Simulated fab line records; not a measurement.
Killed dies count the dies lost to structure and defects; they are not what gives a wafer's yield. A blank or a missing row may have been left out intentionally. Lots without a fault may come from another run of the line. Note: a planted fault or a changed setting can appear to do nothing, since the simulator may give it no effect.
8D (eight disciplines) problem report, filled in by code / flow gf180mcu / the parts of the form that need people (team, actions taken, sign-off) are left out

1. WHAT WENT WRONG
Mean LVPWELL_RS at GF_VT_IMPLANT_RS_MEAS_48: 1156 ohm/sq over 6 wafers in 2 lots; fault-free wafers: 1197 ohm/sq, standard deviation 3.3. Measured from the usual mean, that is -12 standard deviations.
The step: measures by four-point-probe.
The first sign was on wafer L471.1 at day 9 20:02, on film-metro-04. The record holds 39 wafers of 13 lots with a number at this step. Rule for "out", or "out of limits": more than 4 standard deviations from the usual mean. The rest of the wafers with a number are treated as sound.

2. WHAT IT IS, AND WHAT IT ISN'T
question=which readings at this step | is=LVPWELL_RS | is not=-
question=which lots | is=L471, L472 | is not=L465, L467, L468, L469, L474, L477, L478, L479, L480, L483, L484
question=which wafers of those lots | is=all that have a number | is not=-
question=read on which gauges | is=film-metro-01, film-metro-04 | is not=film-metro-03
question=when | is=from day 9 20:02 | is not=up to then (12 sound wafers); but 21 sound wafers of L474, L477, L478, L479, L480, L483, L484 came after

3. THE SUSPECTS, EACH WITH WHAT RULES IT OUT
Counting: any tool at a process step up to the reading is kept as a suspect provided that every lot that is out went through it and no sound lot did after the first of them.
- the gauge at GF_VT_IMPLANT_RS_MEAS_48 is ruled out. The wafers that are out were read on 2 gauges (film-metro-01, film-metro-04).
- implanter-04 at GF_LVPWELL_IMPLANT_09: kept. It processed each lot that is out, first L471 at day 5 19:03, and no sound lot thereafter; up to then, the last sound lot it processed was L469 at day 5 05:51. On those wafers its own readings are out: dose-ions-cm2, faraday-current-uA.
Left after counting: implanter-04 at GF_LVPWELL_IMPLANT_09.

4. THE CAUSE (what the simulator had put in)
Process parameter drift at GF_LVPWELL_IMPLANT_09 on implanter-04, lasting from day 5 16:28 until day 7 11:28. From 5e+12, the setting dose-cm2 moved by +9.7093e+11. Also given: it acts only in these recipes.
This tool alone remained once counting was done.

5. THE CHAIN OF EFFECTS, in route order
Each row: a reading whose mean over the struck wafers that have a number lies more than 3 standard deviations from the usual. Only readings for which the record gives a usual standard deviation are gone through. hours: the time from each lot's start at the first step in this table that gives one to its start at this step, as a median over the lots. sigmas: the change in usual standard deviations.
hours=0; step=GF_LVPWELL_IMPLANT_09; reading=dose-ions-cm2; usual=5e+12; on struck wafers=6e+12; change=+1e+12; sigmas=+99 or more
hours=0; step=GF_LVPWELL_IMPLANT_09; reading=faraday-current-uA; usual=28.2; on struck wafers=33.3; change=+5.1; sigmas=+8.9
hours=97; step=GF_VT_IMPLANT_RS_MEAS_48; reading=LVPWELL_RS; usual=1197 ohm/sq; on struck wafers=1156; change=-40; sigmas=-12
Process steps it contains:
- GF_LVPWELL_IMPLANT_09
Later steps that measure or inspect, where all struck wafers having a row at the step show a number for every such reading and not one has moved that far: GF_VT_IMPLANT_RS_MEAS_49, GF_POLY_GATE_OVL_MEAS_11, GF_HV_LDD_CD_MEAS_46.

6. WHAT WOULD HAVE CAUGHT IT SOONER
The first out-of-limits reading at a measuring or inspecting step in this record came at day 9 20:02, 100 hours after the fault's start at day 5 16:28.
The tool's own readings at GF_LVPWELL_IMPLANT_09 were out on every struck wafer that the step has a row for (dose-ions-cm2, faraday-current-uA): an alarm limit on them would have fired on the first of those.
By day 9 20:02 the whole set of lots that are out, 2 in number, had already begun GF_LVPWELL_IMPLANT_09 on implanter-04. Had the tool been put on hold then, not one of them would have been saved.
